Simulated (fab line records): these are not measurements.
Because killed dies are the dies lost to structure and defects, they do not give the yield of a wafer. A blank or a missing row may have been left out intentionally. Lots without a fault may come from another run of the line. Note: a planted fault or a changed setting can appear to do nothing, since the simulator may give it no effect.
fab line records    flow sky130
[record] lots = 10  wafers = 30  lastDay = 50
route steps=708 shown LOCAL_INTERCONNECT@387 CONTACT@421 VIA1@461 PAD_OPEN@708
lots that met no fault: from a run of the same line without faults
startH: the number of hours between the record's first day and the start of the first shown wafer of the lot    waitH: time in hours since the lot's previous step    " the same as in the row above    L1.1+2: a single row standing in for several wafers    - either no value or no given start    * or withheld: withheld    < > ~ a bound
route shown NAME@n: a module of which the file shows steps, and the number in the route of the first    usual: mean/standard deviation of fault-free wafers    same: alike in all rows    chamber/n: place in a boat    sites: each site's reading    _std_site: standard deviation across them    _edge_site: inner sites' mean taken away from outer sites' mean    radiusMm: how far each site lies from the wafer's centre    mask NAME#n: copy n    behind: the last tool/chamber to shape the wafer    hold: cause of the lot's hold/its duration in hours/its outcome    device: which transistor (n, p or np) failed to switch    end of line: at the end of the route, the tests of the same wafers    where a step has no rows: the recipe by itself    killed: not the wafer's yield, but the dies lost to structure and defects at the first sort    map: dies across one wafer; x = killed, . = not, _ = none there
set.NAME: the setting that was run; set.NAME@STEP: the one run at that earlier step    model.NAME: the simulator's own value behind a step, which no gauge read
steps of the route over a sample of lots; a table a step, a row a wafer
services: from which hour (startH, from the record's first day; less than 0 if before it) a tool's chamber was out of use, for how many hours, and why
[[steps]]
[step SKY_LOCAL_INTERCONNECT_SPUTTER_00]
[recipe] material = TiN  targetThkNm = 100  tempC = 300  powerW = 6500  timeS = 83.3  chamberPressurePa = 0.4
[usual] chamberPressurePa = 0.3999/0.00087  throttleValvePct = 29.6/0.99
lot.wafer  tool           chamber  startH  waitH  chamberPressurePa  throttleValvePct
L322.2     pvdSputter-02  -        688.61  0.2    0.4004             30.6
L322.3     "              -        "       "      0.4013             30.7
L322.4     "              -        "       "      0.4005             30.5
L323.1     pvdSputter-03  -        692.13  0.1    0.4003             28.1
L323.3     "              -        "       "      0.4009             29.8
L323.6     "              -        "       "      0.4001             28.4
L324.2     pvdSputter-01  -        704.71  0.1    0.4007             30.5
L324.3     "              -        "       "      0.4010             30.8
L324.4     "              -        "       "      0.4002             30.5
L325.2     pvdSputter-01  -        725.10  0.2    0.4000             30.6
L325.4     "              -        "       "      0.4000             30.6
L325.5     "              -        "       "      0.3999             30.4
L328.2     pvdSputter-01  -        751.54  0.1    0.4010             30.2
L328.3     "              -        "       "      0.4002             30.6
L328.4     "              -        "       "      0.4004             29.5
L329.2     pvdSputter-02  -        754.79  0.1    0.4002             30.6
L329.3     "              -        "       "      0.3999             30.9
L329.5     "              -        "       "      0.3993             30.7
L331.1     pvdSputter-02  -        775.82  0.2    0.3994             31.0
L331.4     "              -        "       "      0.3996             30.6
L331.6     "              -        "       "      0.3988             30.4
L335.2     pvdSputter-01  -        805.27  0.1    0.4001             30.2
L335.5     "              -        "       "      0.3987             29.7
L335.6     "              -        "       "      0.4008             28.5
L339.3     pvdSputter-01  -        825.42  0.1    0.4010             30.3
L339.4     "              -        "       "      0.3989             29.3
L339.5     "              -        "       "      0.3992             30.4
L343.1     pvdSputter-03  -        853.45  0.1    0.3993             28.4
L343.2     "              -        "       "      0.3992             30.0
L343.5     "              -        "       "      0.4013             28.2
[step SKY_LOCAL_INTERCONNECT_RS_MEAS_01]
[recipe] thkMeasGauge = four-point-probe  reads = TiN_of_LOCAL_INTERCONNECT_SPUTTER_00
[usual] LOCAL_INTERCONNECT_TIN_RS = 14.18/0.13
lot.wafer  tool          chamber  startH  waitH  hold                     LOCAL_INTERCONNECT_TIN_RS[ohm/sq]
L322.2     filmMetro-04  -        688.69  0.1    -                        14.50
L322.3     "             -        "       "      -                        14.35
L322.4     "             -        "       "      -                        14.47
L323.1     filmMetro-04  -        692.20  0.0    -                        14.10
L323.3     "             -        "       "      -                        14.27
L323.6     "             -        "       "      -                        14.01
L324.2     filmMetro-04  -        704.79  0.1    -                        14.14
L324.3     "             -        "       "      -                        14.37
L324.4     "             -        "       "      -                        14.23
L325.2     filmMetro-01  -        725.19  0.1    -                        14.02
L325.4     "             -        "       "      -                        13.97
L325.5     "             -        "       "      -                        14.17
L328.2     filmMetro-02  -        751.63  0.1    -                        14.16
L328.3     "             -        "       "      -                        14.18
L328.4     "             -        "       "      -                        14.19
L329.2     filmMetro-04  -        754.88  0.1    -                        14.30
L329.3     "             -        "       "      -                        14.34
L329.5     "             -        "       "      -                        14.33
L331.1     filmMetro-01  -        775.88  0.0    -                        14.38
L331.4     "             -        "       "      -                        14.42
L331.6     "             -        "       "      -                        14.33
L335.2     filmMetro-04  -        805.35  0.1    awaitDispo/0.2h/release  17.10
L335.5     "             -        "       "      awaitDispo/0.2h/release  17.03
L335.6     "             -        "       "      awaitDispo/0.2h/release  17.08
L335.2     filmMetro-04  -        805.64  0.3    -                        17.10
L335.5     "             -        "       "      -                        17.02
L335.6     "             -        "       "      -                        17.07
L339.3     filmMetro-01  -        825.52  0.1    awaitDispo/0.2h/release  17.07
L339.4     "             -        "       "      awaitDispo/0.2h/release  16.71
L339.5     "             -        "       "      awaitDispo/0.2h/release  17.07
L339.3     filmMetro-01  -        825.81  0.3    -                        17.10
L339.4     "             -        "       "      -                        16.71
L339.5     "             -        "       "      -                        17.04
L343.1     filmMetro-01  -        853.51  0.0    -                        14.08
L343.2     "             -        "       "      -                        13.99
L343.5     "             -        "       "      -                        13.95
[step SKY_LOCAL_INTERCONNECT_THK_MEAS_02]
[recipe] thkMeasGauge = xrf  reads = TiN_of_LOCAL_INTERCONNECT_SPUTTER_00
[usual] LOCAL_INTERCONNECT_TIN_THK = 98.7/0.86
lot.wafer  tool          chamber  startH  waitH  hold                     LOCAL_INTERCONNECT_TIN_THK[nm]
L322.2     filmMetro-04  -        688.80  0.1    -                        96.9
L322.3     "             -        "       "      -                        97.7
L322.4     "             -        "       "      -                        97.7
L323.1     filmMetro-04  -        692.32  0.1    -                        99.6
L323.3     "             -        "       "      -                        98.2
L323.6     "             -        "       "      -                        100.2
L324.2     filmMetro-04  -        704.90  0.1    -                        98.9
L324.3     "             -        "       "      -                        97.4
L324.4     "             -        "       "      -                        98.1
L325.2     filmMetro-01  -        725.30  0.1    -                        99.6
L325.4     "             -        "       "      -                        99.8
L325.5     "             -        "       "      -                        98.9
L328.2     filmMetro-02  -        751.74  0.1    -                        98.8
L328.3     "             -        "       "      -                        98.9
L328.4     "             -        "       "      -                        98.4
L329.2     filmMetro-04  -        754.99  0.1    -                        98.1
L329.3     "             -        "       "      -                        98.0
L329.5     "             -        "       "      -                        98.3
L331.1     filmMetro-01  -        776.00  0.1    -                        97.1
L331.4     "             -        "       "      -                        96.9
L331.6     "             -        "       "      -                        97.7
L335.2     filmMetro-04  -        811.83  6.2    awaitDispo/0.2h/release  85.5
L335.5     "             -        "       "      awaitDispo/0.2h/release  86.4
L335.6     "             -        "       "      awaitDispo/0.2h/release  86.3
L335.2     filmMetro-04  -        812.06  0.2    -                        85.8
L335.5     "             -        "       "      -                        86.0
L335.6     "             -        "       "      -                        85.9
L339.3     filmMetro-01  -        835.60  9.8    awaitDispo/0.2h/release  85.3
L339.4     "             -        "       "      awaitDispo/0.2h/release  86.9
L339.5     "             -        "       "      awaitDispo/0.2h/release  86.0
L339.3     filmMetro-01  -        835.82  0.2    -                        84.7
L339.4     "             -        "       "      -                        87.3
L339.5     "             -        "       "      -                        85.7
L343.1     filmMetro-01  -        853.63  0.1    -                        99.1
L343.2     "             -        "       "      -                        99.7
L343.5     "             -        "       "      -                        99.7
[step SKY_LOCAL_INTERCONNECT_METAL_ETCH_14]
[recipe] targetDepthNm = 110  stopOn = PSG  chemistry = Cl2/BCl3  target = TiN  resistSidewallDeg = 88  pressureMtorr = 10  icpW = 900  biasW = 48.5  Cl2_flow_sccm = 60  bcl3FlowSccm = 30  timeS = 31.4
[usual] drypumpMotorCurrentA = 5.7/0.58  oesProductAu = 0.940/0.0066  throttleValvePct = 21.901/0.01
lot.wafer  tool         chamber  startH  waitH  drypumpMotorCurrentA  oesProductAu  rfHoursCounterH  throttleValvePct
L322.2     rieMetal-03  1        716.23  0.0    5.0                   0.934         10               21.914
L322.3     "            0        "       "      5.6                   0.927         -                21.905
L322.4     "            1        "       "      5.0                   0.931         -                21.904
L323.1     rieMetal-04  0        720.93  0.0    6.4                   0.945         10               21.905
L323.3     "            1        "       "      4.9                   0.939         -                21.906
L323.6     "            1        "       "      4.9                   0.948         -                21.905
L324.2     rieMetal-02  1        732.54  0.0    5.9                   0.941         3                21.899
L324.3     "            1        "       "      5.9                   0.935         -                21.905
L324.4     "            0        "       "      5.9                   0.937         -                21.885
L325.2     rieMetal-04  1        752.58  0.0    4.9                   0.948         0                21.878
L325.4     "            1        "       "      4.9                   0.944         -                21.899
L325.5     "            1        "       "      4.9                   0.944         -                21.885
L328.2     rieMetal-04  1        778.08  0.0    4.9                   0.937         1                21.900
L328.3     "            0        "       "      6.4                   0.944         -                21.904
L328.4     "            1        "       "      4.9                   0.947         -                21.895
L329.2     rieMetal-04  0        781.82  0.0    6.4                   0.928         13               21.890
L329.3     "            1        "       "      4.9                   0.935         -                21.903
L329.5     "            0        "       "      6.4                   0.936         -                21.907
L331.1     rieMetal-02  0        802.43  0.0    5.9                   0.940         15               21.922
L331.4     "            0        "       "      5.9                   0.921         -                21.915
L331.6     "            1        "       "      5.9                   0.935         -                21.907
L335.2     rieMetal-03  0        832.42  0.0    5.6                   0.861         1                21.954
L335.5     "            1        "       "      5.0                   0.859         -                21.952
L335.6     "            0        "       "      5.5                   0.869         -                21.947
L339.3     rieMetal-04  0        851.40  0.0    6.4                   0.862         -                21.934
L339.4     "            1        "       "      4.9                   0.868         -                21.936
L339.5     "            1        "       "      4.9                   0.872         -                21.959
L343.1     rieMetal-04  1        879.69  0.0    4.9                   0.942         5                21.906
L343.2     "            0        "       "      6.4                   0.948         17               21.895
L343.5     "            0        "       "      6.4                   0.944         -                21.911
[step SKY_CONTACT_OVL_MEAS_15]
[usual] CONTACT_OVL = -2/5.4
lot.wafer  tool        chamber  startH  waitH  CONTACT_OVL[nm]
L322.2     overlay-02  -        745.30  0.1    -4
L322.3     "           -        "       "      -6
L322.4     "           -        "       "      5
L323.1     overlay-01  -        748.92  0.1    4
L323.3     "           -        "       "      7
L323.6     "           -        "       "      1
L324.2     overlay-02  -        760.72  0.1    0
L324.3     "           -        "       "      -7
L324.4     "           -        "       "      -1
L325.2     overlay-01  -        780.55  0.1    1
L325.4     "           -        "       "      4
L325.5     "           -        "       "      -1
L328.2     overlay-01  -        806.09  0.1    -11
L328.3     "           -        "       "      -6
L328.4     "           -        "       "      -4
L329.2     overlay-01  -        809.90  0.1    -10
L329.3     "           -        "       "      4
L329.5     "           -        "       "      3
L331.1     overlay-02  -        830.38  0.1    -2
L331.4     "           -        "       "      -4
L331.6     "           -        "       "      -3
L335.2     overlay-01  -        859.87  0.1    -3
L335.5     "           -        "       "      0
L335.6     "           -        "       "      2
L339.3     overlay-01  -        878.35  0.1    -3
L339.4     "           -        "       "      4
L339.5     "           -        "       "      -15
L343.1     overlay-02  -        906.72  0.1    5
L343.2     "           -        "       "      5
L343.5     "           -        "       "      -4
[step SKY_VIA1_BOW_MEAS_03]
[recipe] mode = bow
[usual] VIA1_BOW = 79/6.8
lot.wafer  tool          chamber  startH  waitH  VIA1_BOW[um]
L322.2     filmMetro-02  -        775.09  0.3    84
L322.3     "             -        "       "      66
L322.4     "             -        "       "      71
L323.1     filmMetro-03  -        778.38  0.1    91
L323.3     "             -        "       "      86
L323.6     "             -        "       "      76
L324.2     filmMetro-02  -        790.30  0.2    76
L324.3     "             -        "       "      80
L324.4     "             -        "       "      81
L325.2     filmMetro-01  -        810.12  0.2    80
L325.4     "             -        "       "      80
L325.5     "             -        "       "      82
L328.2     filmMetro-01  -        834.84  0.2    73
L328.3     "             -        "       "      72
L328.4     "             -        "       "      90
L329.2     filmMetro-01  -        839.65  0.1    80
L329.3     "             -        "       "      72
L329.5     "             -        "       "      71
L331.1     filmMetro-01  -        859.68  0.2    76
L331.4     "             -        "       "      81
L331.6     "             -        "       "      87
L335.2     filmMetro-03  -        889.04  0.1    75
L335.5     "             -        "       "      81
L335.6     "             -        "       "      63
L339.3     filmMetro-01  -        907.51  0.3    81
L339.4     "             -        "       "      73
L339.5     "             -        "       "      74
L343.1     filmMetro-03  -        934.39  0.2    79
L343.2     "             -        "       "      70
L343.5     "             -        "       "      91
[step SKY_VIA1_ETCH_14]
[recipe] chemistry = N2/H2  target = BARC  ionEnergyEv = 200  sourceW = 500  biasW = 100  pressureMtorr = 30  n2FlowSccm = 100  h2FlowSccm = 200  stopOn = SiO2  timeS = 45.9  targetDepthA = 600
[usual] drypumpMotorCurrentA = 5.7/0.32  oesProductAu = 0.855/0.0045  throttleValvePct = 13.225/0.0084
lot.wafer  tool        chamber  startH  waitH  drypumpMotorCurrentA  oesProductAu  rfHoursCounterH  throttleValvePct
L322.2     rieDiel-02  3        802.38  0.0    5.0                   0.846         0                13.232
L322.3     "           1        "       "      5.5                   0.856         13               13.212
L322.4     "           0        "       "      5.7                   0.861         8                13.233
L323.1     rieDiel-03  0        805.05  0.0    5.5                   0.858         7                13.225
L323.3     "           3        "       "      6.1                   0.855         8                13.217
L323.6     "           3        "       "      6.1                   0.856         -                13.211
L324.2     rieDiel-02  2        816.73  0.0    5.8                   0.856         6                13.224
L324.3     "           0        "       "      5.7                   0.861         9                13.224
L324.4     "           1        "       "      5.5                   0.849         13               13.245
L325.2     rieDiel-02  1        836.48  0.0    5.5                   0.857         14               13.230
L325.4     "           0        "       "      5.7                   0.861         10               13.225
L325.5     "           2        "       "      5.8                   0.850         -                13.226
L328.2     rieDiel-02  2        860.22  0.0    5.8                   0.848         8                13.216
L328.3     "           0        "       "      5.7                   0.851         10               13.220
L328.4     "           1        "       "      5.5                   0.856         15               13.228
L329.2     rieDiel-02  0        865.65  0.0    5.7                   0.859         10               13.235
L329.3     "           2        "       "      5.8                   0.859         8                13.223
L329.5     "           0        "       "      5.7                   0.856         -                13.223
L331.1     rieDiel-03  0        886.25  0.0    5.6                   0.856         9                13.226
L331.4     "           1        "       "      6.0                   0.858         15               13.233
L331.6     "           0        "       "      5.6                   0.855         -                13.238
L335.2     rieDiel-01  3        914.80  0.0    6.3                   0.850         15               13.219
L335.5     "           1        "       "      6.0                   0.850         -                13.234
L335.6     "           2        "       "      6.0                   0.856         -                13.224
L339.3     rieDiel-03  1        932.78  0.0    6.0                   0.853         17               13.217
L339.4     "           3        "       "      6.1                   0.847         12               13.234
L339.5     "           2        "       "      5.9                   0.850         -                13.231
L343.1     rieDiel-02  3        958.70  0.0    5.0                   0.855         5                13.220
L343.2     "           0        "       "      5.7                   0.857         13               13.219
L343.5     "           2        "       "      5.8                   0.853         -                13.233
[step SKY_PAD_OPEN_PROBE_99]
[usual] killed_at_M0_to_M3 = 44/7.3  killed_at_M4_up = 3.1/1.9  killedAtContacts = 24/5.3  killedAtFrontEnd = 15/4  killedAtOther = 0.4/0.6  killedDies = 86/9.2  killedOpen = 47/6.9  killedShort = 39/6.9
[same] grossDies = 492  killedAtBackSide = 0
lot.wafer  tool       chamber  startH   waitH  killed_at_M0_to_M3  killed_at_M4_up  killedAtContacts  killedAtFrontEnd  killedAtOther  killedDies  killedOpen  killedShort
L335.6     prober-01  -        1170.65  0.2    40                  2                18                14                1              75          34          41
// killed by level:class
L335.6 VIA1:geometricParticle:open=7 VIA2:geometricParticle:open=6 LI_CONTACT:geometricParticle:open=5 VIA3:geometricParticle:open=5 FIELD_ISO:geometricParticle:short=4 METAL3:geometricParticle:short=4 FIELD_ISO:geometricParticle:open=4 METAL1:geometricParticle:short=4
[[services]]
tool           chamber  startH  hours  kind
pvdSputter-01  -        668.75  5.3    repair
rieDiel-03     3        669.68  14.2   repair
rieDiel-02     0        675.93  15.2   repair
rieDiel-03     1        714.84  3.3    repair
rieDiel-03     -        735.44  2.8    pm
rieDiel-02     0        745.58  2.7    repair
rieDiel-02     -        745.63  2.8    pm
rieDiel-01     2        754.75  9.1    repair
pvdSputter-03  -        772.55  4.1    repair
rieMetal-03    0        779.27  5.3    repair
pvdSputter-02  -        792.09  9.7    repair
pvdSputter-01  -        812.20  1.1    repair
pvdSputter-01  -        831.40  0.6    repair
rieDiel-03     0        841.52  8.3    repair
rieDiel-03     0        853.35  13.6   repair
pvdSputter-03  -        859.20  7.4    repair
rieMetal-03    0        866.50  4.0    repair
pvdSputter-01  -        924.06  0.8    repair
rieDiel-01     2        927.97  6.2    repair
rieDiel-03     1        929.94  2.6    repair
pvdSputter-03  -        931.83  0.7    repair
rieDiel-03     2        938.16  6.9    repair
rieDiel-01     -        948.99  2.8    pm
pvdSputter-02  -        951.73  0.9    repair
[[key]]
[firstSign] step = SKY_LOCAL_INTERCONNECT_RS_MEAS_01  reading = visit  direction = added
[effect] step = SKY_LOCAL_INTERCONNECT_RS_MEAS_01  reading = LOCAL_INTERCONNECT_TIN_RS  direction = up  sigmas = 21  usual = 14.18  struck = 17.01
[effect] step = SKY_LOCAL_INTERCONNECT_THK_MEAS_02  reading = visit  direction = added
[effect] step = SKY_LOCAL_INTERCONNECT_THK_MEAS_02  reading = LOCAL_INTERCONNECT_TIN_THK  direction = down  sigmas = 15  usual = 98.7  struck = 86.1
[effect] step = SKY_LOCAL_INTERCONNECT_METAL_ETCH_14  reading = oesProductAu  direction = down  sigmas = 11  usual = 0.940  struck = 0.865
metAt SKY_LOCAL_INTERCONNECT_SPUTTER_00
struckLots L335,L339
testerLeftOut L335,L339
notActingAt SKY_CONTACT_OVL_MEAS_15,SKY_VIA1_BOW_MEAS_03,SKY_VIA1_ETCH_14
onsetBetween 751.54 805.27
[fault] kind = siteProfileDrift  tool = pvdSputter-01  chamber = -  onsetH = 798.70  steps = SKY_LOCAL_INTERCONNECT_SPUTTER_00  basis = fraction  maxAbsDrift = 0.31041  slopeSharePerHr = 68.98  sitePattern = 0,0,0,0,0,-1,-1,-1,-1
// testerLeftOut: of these lots the tester's yield and bins aren't shown, on N5 and GAA mostly nor the transistor test; their killed dies are dies lost to structure and defects alone, not to doping, threshold or leakage, so they don't give the yield
